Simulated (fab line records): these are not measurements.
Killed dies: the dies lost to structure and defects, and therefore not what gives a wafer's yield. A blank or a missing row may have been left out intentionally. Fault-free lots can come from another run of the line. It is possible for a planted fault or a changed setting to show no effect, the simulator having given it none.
2 desks looking at one fault || flow gf180mcu || each desk has only its own numbers; what lay behind them comes last

== FROM THE METROLOGY DESK ==
What the gauges read for every lot (on any tool): the sampled wafers with a number, averaged. If a lot's mean is further than 4 standard deviations from the usual mean, the lot is out of limits and carries the mark OUT (the distance appears in the brackets).
Columns: A = HV_LDD_TW at GF_HV_LDD_TW_MEAS_11, usual 2424; B = cd_nm at GF_HV_LDD_CD_MEAS_19, usual 399.5 nm; C = HV_LDD_01_OVL at GF_HV_LDD_OVL_MEAS_20, usual -0.4 nm
{"lot": "L613", "first seen here": "day 10 11:20", "A": 2340, "B": 397.1, "C": 2.4}
{"lot": "L621", "first seen here": "day 12 14:02", "A": 2354, "B": 398.7, "C": 1.1}
{"lot": "L622", "first seen here": "day 13 06:04", "A": 2458, "B": 401.2, "C": -1.5}
{"lot": "L623", "first seen here": "day 13 07:24", "A": 2470, "B": 399.5, "C": 1.0}
{"lot": "L625", "first seen here": "day 13 20:20", "A": 2414, "B": 400.4, "C": 0.2}
{"lot": "L631", "first seen here": "day 15 11:40", "A": 2449, "B": 399.0, "C": -1.1}
{"lot": "L632", "first seen here": "day 16 00:36", "A": 2324, "B": 396.9, "C": -0.8}
Result from this desk: across the 7 lots, nothing is out of limits.

== TOOL OWNER'S DESK, implanter-04 ==
GF_HV_LDD_IMPLANT_21, tool's own readings: per-lot mean of the sampled wafers with a number, covering each lot this tool ran. If a lot's mean is further than 4 standard deviations from the usual mean, the lot is out of limits and carries the mark OUT (the distance appears in the brackets).
Columns: A = beam_on_s at GF_HV_LDD_IMPLANT_21, usual 9.97 s; B = dose_ions_cm2 at GF_HV_LDD_IMPLANT_21, usual 4.998e+13; C = tilt_deg at GF_HV_LDD_IMPLANT_21, usual 6.997 degrees
{"lot": "L621", "first seen here": "day 13 09:27", "A": 9.90, "B": "5.145e+13 (+25) OUT", "C": 6.987}
{"lot": "L623", "first seen here": "day 14 03:59", "A": 9.98, "B": "5.146e+13 (+25) OUT", "C": 7.001}
{"lot": "L625", "first seen here": "day 14 17:03", "A": 9.93, "B": "5.146e+13 (+25) OUT", "C": 6.999}
{"lot": "L632", "first seen here": "day 16 23:41", "A": 9.95, "B": 4.999e+13, "C": 7.012}
This desk finds L621, L623, L625 out of limits, L621 being first, at day 13 09:27 (dose_ions_cm2 at GF_HV_LDD_IMPLANT_21). Within limits: L632.

== ALL TOGETHER ==
The tool owner's desk had the chance to raise an alarm at day 13 09:27 on L621, L623, L625.
At the metrology desk, nothing out of limits was observed.
The metrology desk holds a record of L621, L623, L625, inside its limits.
On implanter-04, each named lot ran GF_HV_LDD_IMPLANT_21.

== WHAT THE SIMULATOR PUT IN ==
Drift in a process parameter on implanter-04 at GF_HV_LDD_IMPLANT_21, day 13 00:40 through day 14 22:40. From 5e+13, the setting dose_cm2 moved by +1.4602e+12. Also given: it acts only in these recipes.
Shown lots that were struck: L621, L623, L625.
Each desk's first reading out of limits, in hours after the fault started: the tool owner's desk, 9.
